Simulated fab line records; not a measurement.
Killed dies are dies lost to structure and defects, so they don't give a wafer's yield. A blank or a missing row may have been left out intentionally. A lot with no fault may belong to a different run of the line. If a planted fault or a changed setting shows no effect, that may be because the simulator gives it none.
One fault through the eyes of 2 desks	flow gf180mcu	each desk holds nothing but its own numbers, with what lay behind them at the end

THE METROLOGY DESK
Means of the sampled wafers that have a number, per lot and without regard to the tool the lot ran on: this is what the gauges read. Marked OUT: a lot whose mean sits more than 4 standard deviations from the usual mean, which makes it out of limits; the brackets give that distance.
Columns: A = NSD_OVL at GF_NSD_OVL_MEAS_08, usual -0.8 nm; B = M1_OVL at GF_M1_OVL_MEAS_15, usual -3 nm
lot	first seen here	A	B
L149	day 13 18:25	-0.5	-9
L148	day 13 23:15	0.4	1
L150	day 14 05:12	-0.6	-7
L151	day 14 13:30	-2.3	-1
L152	day 14 14:13	-0.7	5
L153	day 15 00:46	-0.9	-2
L157	day 16 06:07	-1.2	-10
L158	day 16 15:07	-1.9	-3
L161	day 17 23:58	1.0	-4
L162	day 18 06:17	-0.9	-4
L169	day 20 23:28	-0.3	-4
L168	day 21 06:16	0.3	-1
L170	day 21 14:49	-0.1	3
L171	day 21 20:01	-1.5	-1
This desk found nothing out of limits on any of the 14 lots.

THE TOOL OWNER'S DESK: rie-si-01
The tool's own readings at GF_POLY_GATE_ETCH_13 (etches poly-Si in HBr/Cl2, stops on SiO2, target depth 198.5 nm, time 69.6 s): means of the sampled wafers that have a number, for each lot that ran on this tool. Marked OUT: a lot whose mean sits more than 4 standard deviations from the usual mean, which makes it out of limits; the brackets give that distance.
Columns: A = bias-w at GF_POLY_GATE_ETCH_13, usual 100.0 W; B = drypump-motor-current-A at GF_POLY_GATE_ETCH_13, usual 5.5 A; C = he-backside-leak-sccm at GF_POLY_GATE_ETCH_13, usual 2.78 sccm; D = oes-product-au at GF_POLY_GATE_ETCH_13, usual 0.993 a.u.; E = throttle-valve-pct at GF_POLY_GATE_ETCH_13, usual 33.684 %
lot	first seen here	A	B	C	D	E
L149	day 9 14:07	100.2	5.6	2.66	0.999	33.681
L152	day 10 06:19	100.2	5.9	2.78	0.997	33.680
L157	day 11 15:49	100.0	5.6	2.89	0.915 (-8.8) OUT	33.690
L162	day 13 11:07	100.0	5.3	2.86	0.951 (-4.7) OUT	33.685
L168	day 15 23:59	100.0	5.9	2.83	0.983	33.695
L170	day 16 13:22	100.0	5.0	2.93	0.991	33.684
L171	day 16 16:46	99.7	5.6	2.67	0.988	33.685
Finding of this desk: L157, L162 out of limits; the first was L157 at day 11 15:49, on oes-product-au at GF_POLY_GATE_ETCH_13. L149, L152, L168, L170, L171: within limits.

ALL TOGETHER
At day 11 15:49, on L157, L162, the tool owner's desk was in a position to raise an alarm.
The metrology desk saw nothing out of limits.
The metrology desk holds a record of L157, L162, inside its limits.
Of the lots named, all ran GF_POLY_GATE_ETCH_13 on rie-si-01.

WHAT THE SIMULATOR PUT IN
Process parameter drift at GF_POLY_GATE_ETCH_13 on rie-si-01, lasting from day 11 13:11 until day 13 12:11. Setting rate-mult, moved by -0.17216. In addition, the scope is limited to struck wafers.
Lots struck among those shown: L157, L162.
How many hours passed from the start of the fault until each desk's first out-of-limits reading: the tool owner's desk, 3.
